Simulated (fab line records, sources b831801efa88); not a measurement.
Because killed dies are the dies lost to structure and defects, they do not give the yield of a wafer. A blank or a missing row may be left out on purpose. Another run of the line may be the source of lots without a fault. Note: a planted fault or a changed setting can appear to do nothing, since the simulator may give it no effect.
What tool caused it? ; flow gf180mcu ; 6 lots with 18 wafers sampled at 2 steps, on a route of 602 steps

WHAT EACH GAUGE READ, for each wafer
GF_POLY_GATE_CD_MEAS_18.
lot;measured;on;cd-nm (nm)
L665;day 10 16:47;cd-sem-02;279.1 278.4 278.9
L670;day 11 21:15;cd-sem-01;281.0 282.8 279.8
L675;day 13 14:43;cd-sem-01;279.4 279.0 278.4
L677;day 14 07:56;cd-sem-01;281.6 278.1 280.7
L681;day 15 06:52;cd-sem-01;278.3 277.4 278.4
L683;day 15 23:40;cd-sem-02;282.9 279.7 278.8

EACH LOT AND THE TOOL THAT RAN IT (in order: tool; ch and the chambers of the sampled wafers; start)
lot;GF_POLY_GATE_STRIP_14
L665;plasma-asher-03 ch 0,1, day 10 15:16
L670;plasma-asher-02 ch 0,1, day 11 19:47
L675;plasma-asher-03 ch 0,1, day 13 12:08
L677;plasma-asher-02 ch 0,1, day 14 03:53
L681;plasma-asher-02 ch 0,1, day 15 05:23
L683;plasma-asher-04 ch 0,1, day 15 18:36
- GF_POLY_GATE_STRIP_14: strips in O2/N2.

THE ANSWER, worked out from the rows above alone
Rule: the usual values come from the lots themselves. The widest of any qualifying gaps counts: lots, ordered by their means at a reading, are off when they make up no more than a third of the lots, leave a main group of 4 or more, and stand apart from it by 3 or more times the standard deviation of that group's means. The tables above print the reading to a certain number of digits; a main group whose means all agree to those digits is not used. A lot without any number at a reading at which 4 lots or more have one is off too. Any other lot the step has rows for is counted as sound.
No lot is off on any of the readings shown, so nothing can be concluded from this.

WHAT THE SIMULATOR HAD INSERTED
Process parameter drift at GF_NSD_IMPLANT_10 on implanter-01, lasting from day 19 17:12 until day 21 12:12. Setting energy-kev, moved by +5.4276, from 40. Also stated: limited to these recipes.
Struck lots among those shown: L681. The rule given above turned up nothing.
